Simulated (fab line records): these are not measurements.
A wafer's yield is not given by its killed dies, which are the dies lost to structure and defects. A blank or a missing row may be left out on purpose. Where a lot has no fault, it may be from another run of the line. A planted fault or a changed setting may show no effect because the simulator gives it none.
Comparing a struck lot with a sound one -- flow sky130 -- 31 steps out of a route of 708
Sound: wafers L901.1, L901.3, L901.5. The struck wafers were L913.2, L913.4. Last of all comes the cause.
At each step with rows: each side's tool, then ch and its chambers, then its first start. Under that, the readings that differ: sound wafers -- struck wafers -- difference of the means -- sigmas: that difference in standard deviations of wafers without a fault.
alike: readings whose means differ by less than 2 such deviations, and words and numbers that are the same on both sides. not compared: withheld readings, readings that some wafer has no value for, bounds like >300 that may hide the same value, and numbers for which the record gives no deviation and whose values overlap.
Wherever a step has rows on one side only, a row that says differs or no value, or a row with sigmas, the two part there. Numbers that have no deviation but don't overlap get no sigmas and don't part them. A reading missing from all wafers of one side parts the sides only when that side holds two or more wafers.

SKY_LI_CONTACT_OVL_MEAS_13:
  sound on overlay-02, day 29 01:43; struck on overlay-01, day 33 23:58
  alike: LI_CONTACT_OVL
SKY_LI_CONTACT_ETCH_14: etches BARC in N2/H2, stops on SiO2, time 45.9 s, target depth 60 nm.
  sound on rieDiel-01 ch 0,2, day 29 01:45; struck on rieDiel-01 ch 1,2, day 34 00:00
  alike: drypumpMotorCurrentA, oesProductAu, rfFwdPowerW, throttleValvePct
  not compared: rfHoursCounterH
SKY_LI_CONTACT_ETCH_15: etches PSG in C4F8/O2/Ar, stops on Si, target depth 600 nm.
  sound on rieDiel-01 ch 0,2, day 29 01:47; struck on rieDiel-01 ch 1,2, day 34 00:03
  alike: oesProductAu, rfFwdPowerW
SKY_LI_CONTACT_STRIP_16: strips in O2/N2.
  sound on plasmaAsher-02 ch 0,1, day 29 01:53; struck on plasmaAsher-02 ch 0,1, day 34 00:08
reading,sound,struck,difference,sigmas
oesProductAu (a.u.),0.382 0.381 0.387,0.374 0.372,-0.010,-2
  alike: drypumpMotorCurrentA, stripTimeToEndpointS
  not compared: rfHoursCounterH
then, 2 steps without rows for these wafers: SKY_LI_CONTACT_CLEAN_17 (cleans in NMP, time 600 s); SKY_LI_CONTACT_PRE_CLEAN_18 (time 5.6 s).
SKY_LI_CONTACT_SPUTTER_19: material Ti, target thk 20 nm, time 106.37 s.
  sound on pvdSputter-01, day 29 02:11; struck on pvdSputter-03, day 34 00:26
  alike: throttleValvePct
SKY_LI_CONTACT_SPUTTER_20: material TiN, target thk 20 nm, time 80 s.
  sound on pvdSputter-01, day 29 02:16; struck on pvdSputter-03, day 34 00:30
  alike: throttleValvePct
then, 1 step without rows for these wafers: SKY_LI_CONTACT_CVD_21 (deposits W, target thk 400 nm, time 120.56 s).
SKY_LI_CONTACT_RS_MEAS_22: measures by four-point-probe.
  sound on filmMetro-03, day 29 02:27; struck on filmMetro-04, day 34 00:43
reading,sound,struck,difference,sigmas
LI_CONTACT_W_RS (ohm/sq),0.289 0.293 0.290,0.282 0.275,-0.012,-2
SKY_LI_CONTACT_THK_MEAS_23: measures by xrf.
  sound on filmMetro-03, day 29 02:34; struck on filmMetro-04, day 34 00:49
reading,sound,struck,difference,sigmas
LI_CONTACT_W_THK (nm),389 385 385,404 414,+23,+3
then, 1 step without rows for these wafers: SKY_LI_CONTACT_CMP_24 (polishes, stops on PSG, t overpolish 20 s, target thk 0 nm).
SKY_LOCAL_INTERCONNECT_SPUTTER_00: material TiN, target thk 100 nm, time 83.3 s.
  sound on pvdSputter-02, day 29 02:56; struck on pvdSputter-04, day 34 01:10
reading,sound,struck,difference,sigmas
model.TiN_of_LOCAL_INTERCONNECT_SPUTTER_00.thkNm (nm),99.87 100.1 99.75,83.86 82.57,-16.69,
  alike: throttleValvePct
SKY_LOCAL_INTERCONNECT_RS_MEAS_01: measures by four-point-probe.
  sound on filmMetro-01, day 29 03:00; struck on filmMetro-01, day 34 01:15
reading,sound,struck,difference,sigmas
LOCAL_INTERCONNECT_TIN_RS (ohm/sq),14.15 14.05 14.18,17.00 17.24,+2.99,+21
SKY_LOCAL_INTERCONNECT_THK_MEAS_02: measures by xrf.
  sound on filmMetro-01, day 29 03:07; struck on filmMetro-01, day 34 01:22
reading,sound,struck,difference,sigmas
LOCAL_INTERCONNECT_TIN_THK (nm),102.2 102.7 102.0,86.9 85.0,-16.3,-16
then, 8 steps without rows for these wafers: SKY_LOCAL_INTERCONNECT_DEHYDRATE_03 (time 60 s); SKY_LOCAL_INTERCONNECT_HMDS_04 (prime time 60 s); SKY_LOCAL_INTERCONNECT_COAT_05 (resist thk 60 nm); SKY_LOCAL_INTERCONNECT_COAT_06 (resist thk 450 nm); SKY_LOCAL_INTERCONNECT_SOFTBAKE_07 (time 90 s); SKY_LOCAL_INTERCONNECT_EXPOSE_08 (exposes mask LI1M, target cd 170 nm); SKY_LOCAL_INTERCONNECT_PEB_09; SKY_LOCAL_INTERCONNECT_DEVELOP_10 (develop time 60 s).
SKY_LOCAL_INTERCONNECT_CD_MEAS_11: target cd 170 nm.
  sound on cdSem-02, day 30 07:00; struck on cdSem-02, day 35 03:59
  alike: cdNm
SKY_LOCAL_INTERCONNECT_OVL_MEAS_12:
  sound on overlay-02, day 30 07:07; struck on overlay-01, day 35 04:05
  alike: LOCAL_INTERCONNECT_OVL
then, 1 step without rows for these wafers: SKY_LOCAL_INTERCONNECT_ETCH_13 (etches BARC in N2/H2, stops on SiO2, time 45.9 s, target depth 60 nm).
SKY_LOCAL_INTERCONNECT_METAL_ETCH_14: etches TiN in Cl2/BCl3, stops on PSG, target depth 110 nm, time 31.4 s.
  sound on rieMetal-01 ch 0,1, day 30 07:13; struck on rieMetal-01 ch 0,1, day 35 04:11
reading,sound,struck,difference,sigmas
oesProductAu (a.u.),0.942 0.945 0.932,0.858 0.849,-0.086,-13
throttleValvePct (%),21.908 21.899 21.903,21.971 21.976,+0.070,+8
  alike: drypumpMotorCurrentA, rfFwdPowerW
  not compared: rfHoursCounterH
then, 1 step without rows for these wafers: SKY_LOCAL_INTERCONNECT_STRIP_15 (strips in O2/N2).
SKY_LOCAL_INTERCONNECT_STRIP_16: strips in post etch residue remover, time 1200 s.
  sound on wetBench-04 ch 3, day 30 07:22; struck on wetBench-04 ch 2, day 35 04:20
reading,sound,struck,difference,sigmas
model.TiN_of_LOCAL_INTERCONNECT_SPUTTER_00.thkNm (nm),99.45 99.7 99.33,83.43 82.14,-16.71,
  alike: bathHeatDutyPct
then, 1 step without rows for these wafers: SKY_LOCAL_INTERCONNECT_CLEAN_17 (cleans in IPA, time 180 s).
-- record jumps: 14 days separate the struck wafers' starts on either side; left off in module LOCAL_INTERCONNECT, taken up again in module PAD_OPEN, whose first shown step is the route's number 708 --
SKY_PAD_OPEN_PROBE_99:
  sound on prober-01, day 45 16:37; struck on prober-01, day 49 05:54
reading,sound,struck,difference,sigmas
model.etest.resLi.lineOhmUm,76.72 74.77 76.42,90.09 91.06,+14.61,
model.etest.resLi.rsOhmSq,12.82 12.73 12.74,15.16 15.42,+2.53,
model.etest.mconChain.rcOhm,17.17 16.88 16.4,18.27 17.72,+1.18,
  alike: killed_at_M0_to_M3, killed_at_M4_up, killedAtContacts, killedAtFrontEnd, killedAtOther, killedDies, killedOpen, killedShort

## WHERE THEY PART
At SKY_LI_CONTACT_STRIP_16 first; at SKY_LOCAL_INTERCONNECT_METAL_ETCH_14 last (within this record only). Later steps at which nothing parts them and some readings are alike: SKY_LOCAL_INTERCONNECT_STRIP_16, SKY_PAD_OPEN_PROBE_99.

WHY: whatever the simulator had introduced
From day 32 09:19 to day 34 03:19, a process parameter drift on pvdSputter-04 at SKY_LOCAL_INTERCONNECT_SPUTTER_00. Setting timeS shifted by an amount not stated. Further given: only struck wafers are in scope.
